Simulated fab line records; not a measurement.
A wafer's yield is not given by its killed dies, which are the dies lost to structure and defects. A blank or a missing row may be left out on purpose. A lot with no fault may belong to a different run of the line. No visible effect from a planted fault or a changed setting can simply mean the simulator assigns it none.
Commonality check across tools / flow sky130 / 12 lots, 36 wafers sampled

## WHY IT WAS OPENED
Of 12 lots, 1 have the reading LDD_P_TW flagged at SKY_LDD_P_TW_MEAS_11. No-fault wafers: 642, standard deviation 4.7.
Rule: a lot is flagged in two cases, either no wafer of it has a number, or all its wafers with numbers fall more than 4 standard deviations from that mean. As for the other lots, they are considered sound.

lot=L989; measured=day 18 22:47; on=filmMetro-02; LDD_P_TW, wafer by wafer=639 644 646; flag=
lot=L990; measured=day 19 01:30; on=filmMetro-03; LDD_P_TW, wafer by wafer=637 636 636; flag=
lot=L994; measured=day 20 23:32; on=filmMetro-02; LDD_P_TW, wafer by wafer=30 30 30; flag=FLAGGED
lot=L995; measured=day 21 09:23; on=filmMetro-02; LDD_P_TW, wafer by wafer=644 645 644; flag=
lot=L102; measured=day 23 20:20; on=filmMetro-01; LDD_P_TW, wafer by wafer=639 640 641; flag=
lot=L103; measured=day 24 06:23; on=filmMetro-01; LDD_P_TW, wafer by wafer=648 647 642; flag=
lot=L107; measured=day 25 08:02; on=filmMetro-02; LDD_P_TW, wafer by wafer=641 643 641; flag=
lot=L106; measured=day 25 08:54; on=filmMetro-01; LDD_P_TW, wafer by wafer=640 638 643; flag=
lot=L109; measured=day 25 22:06; on=filmMetro-03; LDD_P_TW, wafer by wafer=629 633 629; flag=
lot=L110; measured=day 26 08:23; on=filmMetro-03; LDD_P_TW, wafer by wafer=639 636 638; flag=
lot=L111; measured=day 26 19:26; on=filmMetro-01; LDD_P_TW, wafer by wafer=644 644 647; flag=
lot=L112; measured=day 26 23:29; on=filmMetro-03; LDD_P_TW, wafer by wafer=637 639 636; flag=
Flagged lots average 30: -612 relative to the usual, that is -99 or more standard deviations.

## TOOL THAT RAN EACH LOT
The record keeps 1 process step preceding the reading, out of 708 steps on the route. Cell contents, in order: the tool; ch with the chambers the sampled wafers went through; the start.
lot=L989; flag=; SKY_LDD_P_EXPOSE_04=ilineStepper-02 ch 0, day 18 08:41
lot=L990; flag=; SKY_LDD_P_EXPOSE_04=ilineStepper-02 ch 0, day 18 10:32
lot=L994; flag=FLAGGED; SKY_LDD_P_EXPOSE_04=ilineStepper-01 ch 0, day 20 07:58
lot=L995; flag=; SKY_LDD_P_EXPOSE_04=ilineStepper-01 ch 0, day 20 17:50
lot=L102; flag=; SKY_LDD_P_EXPOSE_04=ilineStepper-01 ch 0, day 23 05:03
lot=L103; flag=; SKY_LDD_P_EXPOSE_04=ilineStepper-01 ch 0, day 23 15:29
lot=L107; flag=; SKY_LDD_P_EXPOSE_04=ilineStepper-02 ch 0, day 24 17:18
lot=L106; flag=; SKY_LDD_P_EXPOSE_04=ilineStepper-01 ch 0, day 24 18:13
lot=L109; flag=; SKY_LDD_P_EXPOSE_04=ilineStepper-02 ch 0, day 25 07:24
lot=L110; flag=; SKY_LDD_P_EXPOSE_04=ilineStepper-01 ch 0, day 25 17:25
lot=L111; flag=; SKY_LDD_P_EXPOSE_04=ilineStepper-01 ch 0, day 26 05:50
lot=L112; flag=; SKY_LDD_P_EXPOSE_04=ilineStepper-02 ch 0, day 26 09:58
These steps, and what they do:
- SKY_LDD_P_EXPOSE_04: exposes mask PSDM, target cd 380 nm.
- SKY_LDD_P_TW_MEAS_11

## FLAGGED OVER TOTAL, TOOL BY TOOL (the gauges that took the reading come last)
step=SKY_LDD_P_EXPOSE_04; tool=ilineStepper-01; lots run=7; flagged=1; share of the flagged lots=all; sound lots run after its first flagged lot=6 (L995,L102,L103,L106,L110,L111)
step=SKY_LDD_P_EXPOSE_04; tool=ilineStepper-02; lots run=5; flagged=0; share of the flagged lots=none; sound lots run after its first flagged lot=-
step=SKY_LDD_P_TW_MEAS_11; tool=filmMetro-01; lots run=4; flagged=0; share of the flagged lots=none; sound lots run after its first flagged lot=-
step=SKY_LDD_P_TW_MEAS_11; tool=filmMetro-02; lots run=4; flagged=1; share of the flagged lots=all; sound lots run after its first flagged lot=2 (L995,L107)
step=SKY_LDD_P_TW_MEAS_11; tool=filmMetro-03; lots run=4; flagged=0; share of the flagged lots=none; sound lots run after its first flagged lot=-

## WHAT IS ALLOWED BY THE TABLE
Rows of the table that ran all the flagged lots, 2 in number: ilineStepper-01 at SKY_LDD_P_EXPOSE_04; filmMetro-02 at SKY_LDD_P_TW_MEAS_11.
- ilineStepper-01 at SKY_LDD_P_EXPOSE_04: 1 of its 7 lots flagged. After the first flagged lot (L995, L102, L103, L106, L110, L111), sound lots still ran on it; a lasting fault on the whole tool would not permit that.
- filmMetro-02 at SKY_LDD_P_TW_MEAS_11: 1 of its 4 lots flagged. After the first flagged lot (L995, L107), sound lots still ran on it; a lasting fault on the whole tool would not permit that.
Not one row of the table ran every flagged lot while running no sound lot after the first.

## WHAT HAD BEEN PUT IN BY THE SIMULATOR
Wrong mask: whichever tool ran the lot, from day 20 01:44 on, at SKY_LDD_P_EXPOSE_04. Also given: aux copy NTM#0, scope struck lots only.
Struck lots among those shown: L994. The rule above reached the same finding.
